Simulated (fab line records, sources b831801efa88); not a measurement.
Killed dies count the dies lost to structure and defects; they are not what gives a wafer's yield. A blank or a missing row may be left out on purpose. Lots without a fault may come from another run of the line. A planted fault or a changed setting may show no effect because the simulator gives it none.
Struck lot and sound lot, side by side -- flow sky130 -- 16 out of 708 route steps
Sound: these wafers, L242.1, L242.3, L242.5. Struck: wafer L252.6 (left out: L252.2, L252.3 of the same lot, which were not struck); the cause appears at the end.
For every step that has rows: the tool of each side, followed by ch and its chambers, followed by its first start. Under that, the readings that differ: sound wafers -- struck wafers -- difference of the means -- sigmas: that difference in standard deviations of wafers without a fault.
alike: readings with means less than 2 such deviations apart, plus words and numbers identical on both sides. not compared: withheld readings, readings lacking a value on some wafer, bounds such as >300 that could conceal the same value, and numbers that have no deviation in the record and whose values overlap.
Wherever a step has rows on one side only, a row that says differs or no value, or a row with sigmas, the two part there. When numbers do not overlap yet have no deviation, they are printed without sigmas and do not part them. Lack of a reading on every wafer of one side parts them only where that side has two or more wafers.

SKY_LOCAL_INTERCONNECT_THK_MEAS_02: measures by xrf.
  struck on filmMetro-01, day 33 00:12; sound on filmMetro-01, day 28 16:00
  alike: LOCAL_INTERCONNECT_TIN_THK
then, 8 steps without rows for these wafers: SKY_LOCAL_INTERCONNECT_DEHYDRATE_03 (time 60 s); SKY_LOCAL_INTERCONNECT_HMDS_04 (prime time 60 s); SKY_LOCAL_INTERCONNECT_COAT_05 (resist thk 60 nm); SKY_LOCAL_INTERCONNECT_COAT_06 (resist thk 450 nm); SKY_LOCAL_INTERCONNECT_SOFTBAKE_07 (time 90 s); SKY_LOCAL_INTERCONNECT_EXPOSE_08 (exposes mask LI1M, target cd 170 nm); SKY_LOCAL_INTERCONNECT_PEB_09; SKY_LOCAL_INTERCONNECT_DEVELOP_10 (develop time 60 s).
SKY_LOCAL_INTERCONNECT_CD_MEAS_11 targets a cd of 170 nm.
  struck on cdSem-02, day 34 01:10; sound on cdSem-01, day 29 19:50
  alike: cdNm
SKY_LOCAL_INTERCONNECT_OVL_MEAS_12:
  struck on overlay-02, day 34 01:16; sound on overlay-01, day 29 19:58
  alike: LOCAL_INTERCONNECT_OVL
SKY_LOCAL_INTERCONNECT_ETCH_13: etches BARC in N2/H2, stops on SiO2, time 45.9 s, target depth 60 nm.
  sound on rieMetal-04 ch 0,1, day 29 20:00; struck on rieMetal-02 ch 1, day 34 01:17
  alike: drypumpMotorCurrentA, oesProductAu, rfFwdPowerW, throttleValvePct
  not compared: rfHoursCounterH
SKY_LOCAL_INTERCONNECT_METAL_ETCH_14: etches TiN in Cl2/BCl3, stops on PSG, target depth 110 nm, time 31.4 s.
  sound on rieMetal-04 ch 0,1, day 29 20:04; struck on rieMetal-02 ch 1, day 34 01:21
reading,sound,struck,difference,sigmas
rfFwdPowerW (W),890 896 893,1027,+134,+42
model.KrF-thick_of_LOCAL_INTERCONNECT_COAT_06.thkNm (nm),347.6 349 350.1,344.3,-4.6,
model.LOCAL_INTERCONNECT.featureDepthNm (nm),100.6 99.5 99.34,101,+1,
model.PSG_of_LI_CONTACT_HDPCVD_00.thkNm (nm),588.2 589.5 588.9,584.4,-4.5,
  alike: drypumpMotorCurrentA, oesProductAu, throttleValvePct
  not compared: rfHoursCounterH
SKY_LOCAL_INTERCONNECT_STRIP_15: strips in O2/N2.
  sound on plasmaAsher-03 ch 0, day 29 20:07; struck on plasmaAsher-04 ch 0, day 34 01:25
reading,sound,struck,difference,sigmas
stripTimeToEndpointS (s),4.722 4.732 4.738,4.680,-0.051,-3
  alike: drypumpMotorCurrentA, oesProductAu
  not compared: rfHoursCounterH
then, 1 step without rows for these wafers: SKY_LOCAL_INTERCONNECT_STRIP_16 (strips in post etch residue remover, time 1200 s).
-- the record jumps here: 14 days lie between the struck wafers' starts before and after (it left off in module LOCAL_INTERCONNECT and takes up again in module PAD_OPEN, whose first step shown is number 708 of the route) --
SKY_PAD_OPEN_PROBE_99:
  the record has rows for the struck wafers here (prober-01, day 48 07:03) and none for the sound ones

WHERE THEY PART
At SKY_LOCAL_INTERCONNECT_METAL_ETCH_14 first; at SKY_PAD_OPEN_PROBE_99 last (within this record only).

WHY: the cause the simulator had injected
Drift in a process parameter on rieMetal-02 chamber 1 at SKY_LOCAL_INTERCONNECT_METAL_ETCH_14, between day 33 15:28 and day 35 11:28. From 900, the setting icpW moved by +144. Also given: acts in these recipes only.
